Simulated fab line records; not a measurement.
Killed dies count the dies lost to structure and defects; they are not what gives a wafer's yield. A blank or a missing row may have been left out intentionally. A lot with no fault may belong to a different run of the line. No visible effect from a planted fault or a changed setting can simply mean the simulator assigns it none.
Which tool did it? / flow gf180mcu / 18 wafers sampled from 6 lots at 1 step of a route of 602

WHAT EACH GAUGE READ, for each wafer
GF_M2_OVL_MEAS_15.
lot=L523; measured=day 19 12:43; on=overlay-02; M2_OVL (nm)=3 4 0
lot=L525; measured=day 20 03:25; on=overlay-02; M2_OVL (nm)=8 2 5
lot=L527; measured=day 20 22:55; on=overlay-02; M2_OVL (nm)=7 17 12
lot=L530; measured=day 22 13:54; on=overlay-02; M2_OVL (nm)=2 0 6
lot=L532; measured=day 23 04:50; on=overlay-02; M2_OVL (nm)=-11 -5 -4
lot=L542; measured=day 26 07:04; on=overlay-02; M2_OVL (nm)=12 9 5

WHICH TOOL RAN EACH LOT (tool, then ch and the chambers of the sampled wafers, then the start)
The record shows no process step preceding these readings.

THE ANSWER, worked out from the rows above alone
Rule: what is usual is taken from the lots themselves. The widest of any qualifying gaps counts: lots, ordered by their means at a reading, are off when they make up no more than a third of the lots, leave a main group of 4 or more, and stand apart from it by 3 or more times the standard deviation of that group's means. A main group whose means are all the same, to the digits that the tables above print for the reading, isn't used. A lot without any number at a reading at which 4 lots or more have one is off too. Any other lot the step has rows for is counted as sound.
No lot is off at any reading shown: from this, nothing can be told.

WHAT THE SIMULATOR HAD PUT IN
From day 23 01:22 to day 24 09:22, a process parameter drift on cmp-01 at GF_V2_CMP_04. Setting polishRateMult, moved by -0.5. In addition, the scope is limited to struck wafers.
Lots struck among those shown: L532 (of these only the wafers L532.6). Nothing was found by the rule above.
